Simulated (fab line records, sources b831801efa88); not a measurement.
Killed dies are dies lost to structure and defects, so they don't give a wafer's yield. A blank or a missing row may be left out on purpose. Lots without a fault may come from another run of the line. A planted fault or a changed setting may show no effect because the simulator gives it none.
Which tool did it? | flow sky130 | 13 lots, 39 wafers sampled, at 3 steps of a route of 708

WHAT THE GAUGES READ, wafer by wafer
SKY_POLY_CUT_CD_MEAS_08: target cd 270 nm. Usual: cd_nm 269.6 nm, standard deviation 1.4.
lot  | measured     | on        | cd_nm (nm)        | flag
L454 | day 25 09:02 | cd_sem-01 | 271.1 271.4 270.8 |
L455 | day 25 12:44 | cd_sem-02 | 270.9 270.5 271.1 |
L456 | day 25 21:01 | cd_sem-01 | 270.1 269.9 270.2 |
L459 | day 26 21:22 | cd_sem-01 | 268.7 270.5 270.3 |
L460 | day 27 04:34 | cd_sem-01 | 269.8 270.1 269.8 |
L461 | day 28 02:22 | cd_sem-01 | 269.5 270.1 270.6 |
L462 | day 28 03:20 | cd_sem-02 | 269.6 269.3 269.0 |
L463 | day 28 08:34 | cd_sem-01 | 269.2 270.3 269.2 |
L465 | day 29 08:37 | cd_sem-01 | 269.8 269.6 271.7 |
L467 | day 29 19:25 | cd_sem-01 | 271.5 272.9 271.9 |
L469 | day 30 12:19 | cd_sem-01 | 268.8 267.9 269.1 |
L472 | day 30 23:52 | cd_sem-01 | 269.9 268.0 269.0 |
L473 | day 31 17:36 | cd_sem-01 | 270.8 271.2 270.8 |

WHICH TOOL RAN EACH LOT (tool, then ch and the chambers of the sampled wafers, then the start)
lot  | SKY_LDD_P_IMPLANT_09            | SKY_LDD_HVP_STRIP_09
L454 | implanter-02 ch 0, day 20 02:46 | plasma_asher-01 ch 0,1, day 22 17:27
L455 | implanter-04 ch 0, day 20 07:34 | plasma_asher-03 ch 0,1, day 22 22:35
L456 | implanter-01 ch 0, day 20 15:34 | plasma_asher-02 ch 0,1, day 23 05:39
L459 | implanter-02 ch 0, day 21 16:15 | plasma_asher-03 ch 0,1, day 24 06:00
L460 | implanter-02 ch 0, day 22 01:13 | plasma_asher-01 ch 1, day 24 14:57
L461 | implanter-04 ch 0, day 22 21:41 | plasma_asher-01 ch 0,1, day 25 10:56
L462 | implanter-02 ch 0, day 22 22:22 | plasma_asher-03 ch 0,1, day 25 12:09
L463 | implanter-04 ch 0, day 23 07:09 | plasma_asher-02 ch 0,1, day 25 20:06
L465 | implanter-02 ch 0, day 24 05:25 | plasma_asher-02 ch 0,1, day 26 18:57
L467 | implanter-01 ch 0, day 24 18:06 | plasma_asher-01 ch 0,1, day 27 07:06
L469 | implanter-01 ch 0, day 25 11:54 | plasma_asher-03 ch 0,1, day 28 00:08
L472 | implanter-01 ch 0, day 26 01:15 | plasma_asher-02 ch 0,1, day 28 12:23
L473 | implanter-01 ch 0, day 26 16:43 | plasma_asher-02 ch 0,1, day 29 04:24
- SKY_LDD_P_IMPLANT_09
- SKY_LDD_HVP_STRIP_09: strips in O2/N2.

WHAT THE TOOLS THEMSELVES READ (means of the sampled wafers that have a number; where no wafer has one, the mark that the record gives instead)
SKY_LDD_P_IMPLANT_09. Usual: dose_ions_cm2 9.997e+12, standard deviation 1e+10.
lot  | tool         | dose_ions_cm2 | flag
L454 | implanter-02 | 9.988e+12     |
L455 | implanter-04 | 9.983e+12     |
L456 | implanter-01 | 9.995e+12     |
L459 | implanter-02 | 1.000e+13     |
L460 | implanter-02 | 1.000e+13     |
L461 | implanter-04 | 1.000e+13     |
L462 | implanter-02 | 9.993e+12     |
L463 | implanter-04 | 1.000e+13     |
L465 | implanter-02 | 9.995e+12     |
L467 | implanter-01 | 9.987e+12     |
L469 | implanter-01 | 9.997e+12     |
L472 | implanter-01 | 1.040e+13     | OFF
L473 | implanter-01 | 1.039e+13     | OFF

SKY_LDD_HVP_STRIP_09. Usual: drypump_motor_current_A 5.67 A, standard deviation 0.25; oes_product_au 0.408 a.u., standard deviation 0.0043; strip_time_to_endpoint_s 4.138 s, standard deviation 0.017.
lot  | tool            | drypump_motor_current_A (A) | oes_product_au (a.u.) | strip_time_to_endpoint_s (s) | flag
L454 | plasma_asher-01 | 5.62                        | 0.409                 | 4.154                        |
L455 | plasma_asher-03 | 5.60                        | 0.411                 | 4.148                        |
L456 | plasma_asher-02 | 5.90                        | 0.406                 | 4.124                        |
L459 | plasma_asher-03 | 5.62                        | 0.409                 | 4.129                        |
L460 | plasma_asher-01 | 5.78                        | 0.412                 | 4.154                        |
L461 | plasma_asher-01 | 5.62                        | 0.406                 | 4.141                        |
L462 | plasma_asher-03 | 5.63                        | 0.406                 | 4.168                        |
L463 | plasma_asher-02 | 5.81                        | 0.404                 | 4.135                        |
L465 | plasma_asher-02 | 5.82                        | 0.408                 | 4.133                        |
L467 | plasma_asher-01 | 5.69                        | 0.407                 | 4.159                        |
L469 | plasma_asher-03 | 5.38                        | 0.408                 | 4.135                        |
L472 | plasma_asher-02 | 5.79                        | 0.403                 | 4.111                        |
L473 | plasma_asher-02 | 5.90                        | 0.411                 | 4.136                        |

THE ANSWER, worked out from the rows above alone
Rule: a lot is off if the mean of its wafers that have a number lies more than 3 standard deviations from the usual mean. A lot without any number at a reading at which 4 lots or more have one is off too. The other lots that the step has rows for count as sound. The gauges are gone through in route order, then the tools' own readings, and for those a lot's mean is taken as printed above. The first step at which some lot is off is used, and at that step the reading that is off furthest; a lot without a number counts as furthest.
Off: L472, L473, at SKY_LDD_P_IMPLANT_09 (dose_ions_cm2).
A tool fits if, at that step or a process step before it, it ran every lot that is off, and no sound lot after the first of them. One fits: implanter-01 at SKY_LDD_P_IMPLANT_09. Its last sound lot is L469 (day 25 11:54), its first lot that is off L472 (day 26 01:15): a fault that began between those two fits.
The tool's own readings at SKY_LDD_P_IMPLANT_09 bear it out: on the lots that are off they differ by more than 5 times the standard deviation of the sound lots' means. dose_ions_cm2 reads 1.040e+13 there against 9.994e+12 on the sound lots.

WHAT THE SIMULATOR HAD PUT IN
Process parameter drift: implanter-01, from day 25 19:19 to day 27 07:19, at SKY_LDD_P_IMPLANT_09. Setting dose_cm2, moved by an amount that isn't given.
Lots struck among those shown: L472, L473. The rule above found the same.
